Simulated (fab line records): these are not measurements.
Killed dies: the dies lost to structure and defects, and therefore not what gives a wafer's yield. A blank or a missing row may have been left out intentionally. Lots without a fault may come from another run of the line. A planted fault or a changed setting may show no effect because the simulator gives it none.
Which tool was responsible? | flow sky130 | Sampling: 11 lots, 33 wafers, 6 of 708 route steps

WHAT EACH GAUGE READ, for each wafer
SKY_SONOS_TUNNEL_OVL_MEAS_08. Usual: SONOS_TUNNEL_OVL gives 0.9 nm (standard deviation 1.5).
lot  | measured     | on         | SONOS_TUNNEL_OVL (nm) | flag
L403 | day 11 02:23 | overlay-02 | 1.6 1.2 2.2           |
L404 | day 11 18:05 | overlay-02 | 0.6 3.1 3.3           |
L406 | day 12 07:14 | overlay-02 | 1.8 1.5 1.6           |
L407 | day 12 12:19 | overlay-02 | 0.7 -1.2 0.0          |
L409 | day 13 09:11 | overlay-01 | 2.0 2.2 0.5           |
L408 | day 13 10:22 | overlay-02 | -1.2 0.3 -1.9         |
L420 | day 17 00:07 | overlay-02 | 2.4 1.3 1.0           |
L421 | day 17 08:08 | overlay-02 | 0.7 0.3 1.2           |
L422 | day 17 19:40 | overlay-02 | 0.1 0.0 0.1           |
L423 | day 18 01:02 | overlay-02 | -0.2 -0.2 -1.3        |
L425 | day 18 13:56 | overlay-02 | 0.9 0.5 2.4           |

SKY_RES_PROTECT_TW_MEAS_08. Usual: POLY_GATE_TW gives 4039 (standard deviation 27).
lot  | measured     | on            | POLY_GATE_TW   | flag
L403 | day 14 19:21 | film metro-04 | 4005 3984 4002 |
L404 | day 15 13:59 | film metro-02 | 4063 4061 4042 |
L406 | day 16 03:37 | film metro-03 | 4045 4019 4036 |
L407 | day 16 07:57 | film metro-03 | 4047 4082 4036 |
L409 | day 17 05:58 | film metro-03 | 4019 4025 4025 |
L408 | day 17 07:55 | film metro-03 | 4013 4003 4030 |
L420 | day 21 06:40 | film metro-02 | 4067 4059 4087 |
L421 | day 21 18:10 | film metro-03 | 4064 4075 4076 |
L422 | day 22 03:31 | film metro-02 | 4041 4063 4022 |
L423 | day 22 15:40 | film metro-02 | 4037 4027 4068 |
L425 | day 22 23:46 | film metro-04 | 3959 3988 3968 |

SKY_POLY_GATE_CD_MEAS_13: target cd 150 nm. Usual: 150.2 nm for cd nm, sd 1.3.
lot  | measured     | on        | cd nm (nm)        | flag
L403 | day 16 01:22 | cd sem-01 | 149.8 149.3 149.2 |
L404 | day 16 21:03 | cd sem-02 | 148.8 149.8 150.9 |
L406 | day 17 11:52 | cd sem-02 | 149.9 150.5 149.5 |
L407 | day 17 16:49 | cd sem-02 | 151.0 151.0 150.6 |
L409 | day 18 12:55 | cd sem-02 | 150.8 150.1 151.0 |
L408 | day 18 17:22 | cd sem-02 | 148.0 148.4 149.4 |
L420 | day 22 16:46 | cd sem-01 | 150.5 149.8 149.7 |
L421 | day 23 02:38 | cd sem-02 | 148.4 147.3 148.4 |
L422 | day 23 11:22 | cd sem-02 | 150.0 151.1 150.1 |
L423 | day 24 00:47 | cd sem-02 | 151.6 150.6 150.2 |
L425 | day 24 08:04 | cd sem-02 | 152.2 150.9 149.4 |

SKY_POLY_GATE_CD_MEAS_22. Usual: 149.7 nm for cd nm, sd 2.7.
lot  | measured     | on        | cd nm (nm)        | flag
L403 | day 16 05:13 | cd sem-02 | 146.8 144.8 147.5 |
L404 | day 16 23:00 | cd sem-01 | 147.5 147.4 148.7 |
L406 | day 17 15:23 | cd sem-02 | 150.4 152.7 150.8 |
L407 | day 17 18:44 | cd sem-02 | 154.4 153.5 155.5 |
L409 | day 18 15:50 | cd sem-02 | 152.1 163.1 151.9 |
L408 | day 18 20:45 | cd sem-02 | 149.3 148.4 159.9 |
L420 | day 22 20:56 | cd sem-01 | 149.0 148.2 146.7 |
L421 | day 23 04:29 | cd sem-01 | 146.4 143.3 146.6 |
L422 | day 23 13:13 | cd sem-02 | 147.4 151.5 148.7 |
L423 | day 24 03:26 | cd sem-02 | 151.7 150.3 150.4 |
L425 | day 24 09:55 | cd sem-02 | 150.8 151.3 150.2 |

WHICH TOOL RAN EACH LOT (tool, then ch and the chambers of the sampled wafers, then the start)
lot  | SKY_POLY_GATE_ETCH_15              | SKY_POLY_GATE_STRIP_18
L403 | rie diel-04 ch 0,2,3, day 16 01:29 | plasma asher-01 ch 0,1, day 16 01:44
L404 | rie diel-01 ch 0,2,3, day 16 21:10 | plasma asher-04 ch 0,1, day 16 21:26
L406 | rie diel-03 ch 1,2,3, day 17 12:01 | plasma asher-03 ch 0, day 17 12:15
L407 | rie diel-03 ch 2,3, day 17 16:56   | plasma asher-01 ch 0,1, day 17 17:11
L409 | rie diel-03 ch 0,1,2, day 18 13:04 | plasma asher-03 ch 0,1, day 18 13:18
L408 | rie diel-03 ch 0,2,3, day 18 17:31 | plasma asher-03 ch 0,1, day 18 17:45
L420 | rie diel-01 ch 0,3, day 22 16:53   | plasma asher-03 ch 0,1, day 22 17:08
L421 | rie diel-04 ch 0,1,2, day 23 02:46 | plasma asher-04 ch 0,1, day 23 03:00
L422 | rie diel-04 ch 0,3, day 23 11:29   | plasma asher-01 ch 0,1, day 23 11:44
L423 | rie diel-04 ch 0,2, day 24 00:55   | plasma asher-01 ch 0,1, day 24 01:09
L425 | rie diel-03 ch 1,2,3, day 24 08:13 | plasma asher-01 ch 0,1, day 24 08:27
- SKY_POLY_GATE_ETCH_15: etches BARC in N2/H2, stops on SiO2, time 118.5 s, target depth 110 nm.
- SKY_POLY_GATE_STRIP_18: strips in O2/N2.

WHAT THE TOOLS THEMSELVES READ (means of the sampled wafers that have a number; where no wafer has one, the mark that the record gives instead)
SKY_POLY_GATE_ETCH_15. Usual: drypump motor current A 5.6 A, standard deviation 0.5; oes product au 0.716 a.u., standard deviation 0.0047; throttle valve pct 13.213 %, standard deviation 0.0095.
lot  | tool        | drypump motor current A (A) | oes product au (a.u.) | throttle valve pct (%) | flag
L403 | rie diel-04 | 5.2                         | 0.715                 | 13.212                 |
L404 | rie diel-01 | 5.7                         | 0.714                 | 13.209                 |
L406 | rie diel-03 | 5.5                         | 0.719                 | 13.214                 |
L407 | rie diel-03 | 5.9                         | 0.715                 | 13.215                 |
L409 | rie diel-03 | 5.7                         | 0.713                 | 13.208                 |
L408 | rie diel-03 | 5.9                         | 0.714                 | 13.212                 |
L420 | rie diel-01 | 5.9                         | 0.715                 | 13.223                 |
L421 | rie diel-04 | 5.5                         | 0.715                 | 13.211                 |
L422 | rie diel-04 | 5.2                         | 0.714                 | 13.203                 |
L423 | rie diel-04 | 5.0                         | 0.714                 | 13.211                 |
L425 | rie diel-03 | 5.4                         | 0.722                 | 13.215                 |

SKY_POLY_GATE_STRIP_18. Usual: drypump motor current A 5.6 A, standard deviation 0.58; oes product au 0.362 a.u., standard deviation 0.0043; strip time to endpoint s 3.20 s, standard deviation 0.044.
lot  | tool            | drypump motor current A (A) | oes product au (a.u.) | strip time to endpoint s (s) | flag
L403 | plasma asher-01 | 4.9                         | 0.362                 | 3.17                         |
L404 | plasma asher-04 | 5.4                         | 0.359                 | 3.21                         |
L406 | plasma asher-03 | 6.0                         | 0.362                 | 3.24                         |
L407 | plasma asher-01 | 4.9                         | 0.362                 | 3.20                         |
L409 | plasma asher-03 | 6.0                         | 0.365                 | 3.31                         |
L408 | plasma asher-03 | 6.0                         | 0.371                 | 3.30                         |
L420 | plasma asher-03 | 6.1                         | 0.363                 | 3.22                         |
L421 | plasma asher-04 | 5.4                         | 0.360                 | 3.18                         |
L422 | plasma asher-01 | 4.9                         | 0.363                 | 3.24                         |
L423 | plasma asher-01 | 4.9                         | 0.366                 | 3.23                         |
L425 | plasma asher-01 | 4.9                         | 0.366                 | 3.24                         |

THE ANSWER, worked out from the rows above alone
Rule: lot off if the mean of its wafers having a number is beyond 3 standard deviations from the usual mean. Also off: a lot with no number at a reading for which 4 or more lots have one. Where the step has rows for the other lots, those lots are counted as sound. First the gauges in route order, then the tools' own readings, where a lot's mean is used as printed above. At the first step where some lot is off, the reading lying furthest off is the one used; lots without a number count as furthest.
None of the lots is off at any reading shown; this tells nothing.

WHAT THE SIMULATOR PUT IN
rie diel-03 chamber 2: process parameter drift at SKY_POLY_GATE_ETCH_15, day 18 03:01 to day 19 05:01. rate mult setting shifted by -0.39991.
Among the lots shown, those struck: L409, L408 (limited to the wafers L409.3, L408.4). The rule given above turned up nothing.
